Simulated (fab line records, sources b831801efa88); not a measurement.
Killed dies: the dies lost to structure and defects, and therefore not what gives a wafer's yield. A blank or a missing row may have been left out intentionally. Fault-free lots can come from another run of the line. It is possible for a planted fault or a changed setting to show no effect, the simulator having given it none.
Which tool did it? + flow sky130 + at 1 step of a route of 708, 24 lots with 72 wafers sampled

## WHAT THE GAUGES READ, wafer by wafer
SKY_SD_P_CD_MEAS_07: the cd target is 380 nm.
| lot  | measured     | on        | cd-nm (nm)        |
|------|--------------|-----------|-------------------|
| L074 | day 25 14:38 | cd-sem-01 | 380.1 382.1 383.9 |
| L075 | day 25 16:11 | cd-sem-02 | 379.8 379.8 379.6 |
| L076 | day 26 04:12 | cd-sem-02 | 378.9 377.5 378.4 |
| L077 | day 27 01:32 | cd-sem-02 | 382.6 379.3 382.0 |
| L078 | day 27 16:17 | cd-sem-01 | 381.8 382.9 384.5 |
| L079 | day 27 20:14 | cd-sem-02 | 382.9 383.7 382.5 |
| L080 | day 28 00:32 | cd-sem-02 | 381.5 380.9 380.9 |
| L081 | day 28 09:55 | cd-sem-02 | 380.8 382.8 382.7 |
| L082 | day 28 22:44 | cd-sem-01 | 382.1 383.0 382.8 |
| L083 | day 29 06:54 | cd-sem-02 | 377.6 377.9 376.5 |
| L084 | day 29 09:25 | cd-sem-01 | 378.9 381.6 380.8 |
| L085 | day 30 05:42 | cd-sem-02 | 381.5 383.0 382.2 |
| L087 | day 30 05:56 | cd-sem-02 | 380.1 380.4 377.7 |
| L086 | day 30 06:14 | cd-sem-01 | 383.1 380.6 380.8 |
| L088 | day 30 17:11 | cd-sem-01 | 378.1 378.5 376.5 |
| L089 | day 30 17:31 | cd-sem-01 | 380.4 375.3 377.1 |
| L090 | day 31 02:05 | cd-sem-01 | 378.6 379.9 378.4 |
| L091 | day 31 11:49 | cd-sem-02 | 379.0 377.6 382.2 |
| L092 | day 31 16:41 | cd-sem-02 | 376.9 379.1 376.8 |
| L093 | day 31 20:57 | cd-sem-02 | 383.3 384.7 381.4 |
| L094 | day 32 12:28 | cd-sem-02 | 382.1 382.0 381.1 |
| L095 | day 32 19:50 | cd-sem-02 | 382.4 381.9 381.5 |
| L096 | day 33 02:23 | cd-sem-02 | 378.6 380.1 379.6 |
| L097 | day 33 15:27 | cd-sem-01 | 380.2 377.7 379.0 |

## WHICH TOOL RAN EACH LOT (tool, then ch and the chambers of the sampled wafers, then the start)
The record shows no process step preceding these readings.

## WHAT THE TOOLS THEMSELVES READ (means of the sampled wafers that have a number; where no wafer has one, the mark that the record gives instead)
The record holds no such reading with a usual standard deviation.

## THE ANSWER, worked out from the rows above alone
Rule: what is usual is taken from the lots themselves. The widest of any qualifying gaps counts: lots, ordered by their means at a reading, are off when they make up no more than a third of the lots, leave a main group of 4 or more, and stand apart from it by 3 or more times the standard deviation of that group's means. The tables above print the reading to a certain number of digits; a main group whose means all agree to those digits is not used. A lot without any number at a reading at which 4 lots or more have one is off too. All remaining lots with rows at the step are treated as sound. Order of review: gauges by route order, followed by the tools' own readings, for which a lot's mean as printed above is used. At the first step where some lot is off, the reading lying furthest off is the one used; lots without a number count as furthest.
None of the lots is off at any reading shown; this tells nothing.

## WHAT THE SIMULATOR PUT IN
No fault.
